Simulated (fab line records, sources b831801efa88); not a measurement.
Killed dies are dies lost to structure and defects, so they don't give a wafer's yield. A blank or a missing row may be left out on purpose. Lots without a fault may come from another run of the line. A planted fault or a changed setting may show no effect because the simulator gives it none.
Problem report in the 8D (eight disciplines) form, filled by code | flow sky130 | the parts of the form that need people (team, actions taken, sign-off) are left out

1. THE PROBLEM
killed_at_front_end at SKY_PAD_OPEN_PROBE_99 reads a mean of 45 on 9 wafers of 3 lots; wafers without a fault read 16 with a standard deviation of 4.2. That is +6.9 standard deviations from the usual mean.
First seen on wafer L163.1, day 46 10:50, on prober-02. The record holds 45 wafers of 15 lots with a number at this step. Rule for "out", or "out of limits": more than 4 standard deviations from the usual mean. The other wafers with a number count as sound.

2. WHAT IT IS AND WHAT IT IS NOT
question                    | is                     | is not
which readings at this step | killed_at_front_end    | killed_at_M0_to_M3, killed_at_M4_up, killed_at_other, killed_open, killed_short
which lots                  | L163, L164, L165       | L160, L161, L162, L172, L174, L175, L176, L177, L180, L181, L182, L183
which wafers of those lots  | all that have a number | -
read on which tools         | prober-01, prober-02   | -
when                        | from day 46 10:50      | up to then (9 sound wafers); but 27 sound wafers of L172, L174, L175, L176, L177, L180, L181, L182, L183 came after

3. SUSPECTS, AND WHAT RULES EACH OUT
Counting: a tool at a process step up to the reading stays a suspect if it ran every lot that is out and no sound lot after the first of them.
- lpcvd-02 at SKY_SPACER_CVD_00 (deposits Si3N4 from DCS/NH3, target thk 43.1 nm, time 740 s): ruled out as a lasting fault. Sound lots L172, L174, L175, L176, L177, L180, L181, L182, L183 ran on it after its first lot that is out, L163 (day 24 03:25).
Left after counting: nothing in the record.

4. THE CAUSE (what the simulator had put in)
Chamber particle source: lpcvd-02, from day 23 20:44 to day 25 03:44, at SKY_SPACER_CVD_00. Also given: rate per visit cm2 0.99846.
Counting ruled it out, wrongly: the rule takes a fault to strike every lot that its tool runs from its start on, and this one did not.

5. THE CHAIN OF EFFECTS, in route order
Each row: a reading whose mean over the struck wafers that have a number lies more than 3 standard deviations from the usual. Only readings for which the record gives a usual standard deviation are gone through. hours: the time from each lot's start at the first step in this table that gives one to its start at this step, as a median over the lots. sigmas: the change in usual standard deviations.
hours | step                  | reading             | usual | on struck wafers | change | sigmas
0     | SKY_PAD_OPEN_PROBE_99 | killed_at_front_end | 16    | 45               | +29    | +6.9
The process steps in it:
- SKY_PAD_OPEN_PROBE_99

6. WHAT WOULD HAVE CAUGHT IT SOONER
In this record the first reading out of limits was taken at day 46 10:50, 542 hours after the fault began at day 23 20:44.
